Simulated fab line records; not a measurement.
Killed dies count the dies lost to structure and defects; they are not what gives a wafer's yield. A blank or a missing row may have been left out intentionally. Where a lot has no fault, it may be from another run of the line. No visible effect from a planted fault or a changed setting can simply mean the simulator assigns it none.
Problem report, 8D (eight disciplines) form, completed by code ; flow sky130 ; the parts of the form that need people (team, actions taken, sign-off) are left out

## 1. THE ISSUE
Mean of overpolish run s at SKY_LI_CONTACT_CMP_24: 21.934 s across 6 wafers in 2 lots; on wafers with no fault it is 20.000 s (standard deviation 0.0091). So: +99 or more standard deviations from the usual mean.
The step: polishes, stops on PSG, t overpolish 20 s, target thk 0 nm.
Earliest sighting: wafer L676.1 on cmp-01 at day 33 21:55. The record holds 39 wafers of 13 lots with a number at this step. Rule for "out", or "out of limits": more than 4 standard deviations from the usual mean. The other wafers with a number count as sound.

## 2. WHAT IT IS, WHAT IT ISN'T
question;is;is not
which readings at this step;overpolish run s;motor current A, time to endpoint s
which lots;L676, L677;L663, L665, L666, L667, L671, L675, L679, L680, L682, L683, L686
which wafers of those lots;all that have a number;-
read on which tools;cmp-01;cmp-02
when;from day 33 21:55;"up to then (18 sound wafers); but 15 sound wafers of L679, L680, L682, L683, L686 came after"

## 3. THE SUSPECTS, EACH WITH WHAT RULES IT OUT
Counting: a tool at any process step up to the reading remains a suspect when it ran all the lots that are out and ran no sound lot after the first of those.
- cmp-01 at SKY_LI_CONTACT_CMP_24 (polishes, stops on PSG, t overpolish 20 s, target thk 0 nm): kept. Every lot that is out went through it, starting with L676 (day 33 21:55), and after that it ran no sound lot; the last sound lot it ran before then is L665 (day 29 18:35). Its own overpolish run s readings are out on those wafers.
After counting, what remains is cmp-01 at SKY_LI_CONTACT_CMP_24.

## 4. THE CAUSE (what the simulator had put in)
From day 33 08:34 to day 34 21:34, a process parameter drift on cmp-01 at SKY_LI_CONTACT_CMP_24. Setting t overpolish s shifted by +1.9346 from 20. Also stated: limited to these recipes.
Only this tool survived the counting.

## 5. THE CHAIN OF EFFECTS, in route order
One row per reading whose mean, taken over the struck wafers that have a number, lies over 3 standard deviations from the usual. Scope: only readings with a usual standard deviation given in the record; hours: median across lots of the time from each lot's start at the first step in this table that gives one to its start at this step; sigmas: change in usual standard deviations.
hours;step;reading;usual;on struck wafers;change;sigmas
0;SKY_LI_CONTACT_CMP_24;overpolish run s;20.000 s;21.934;+1.934;+99 or more
Here are the process steps it includes:
- SKY_LI_CONTACT_CMP_24: polishes, stops on PSG, t overpolish 20 s, target thk 0 nm.
At these later measuring or inspecting steps, every struck wafer for which the step has a row has a number for every such reading, and none has moved that far: SKY_LOCAL_INTERCONNECT_THK_MEAS_02.

## 6. HOW IT WOULD HAVE BEEN CAUGHT EARLIER
The fault began at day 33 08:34; the first out-of-limits reading in this record came at day 33 21:55, 13 hours later.
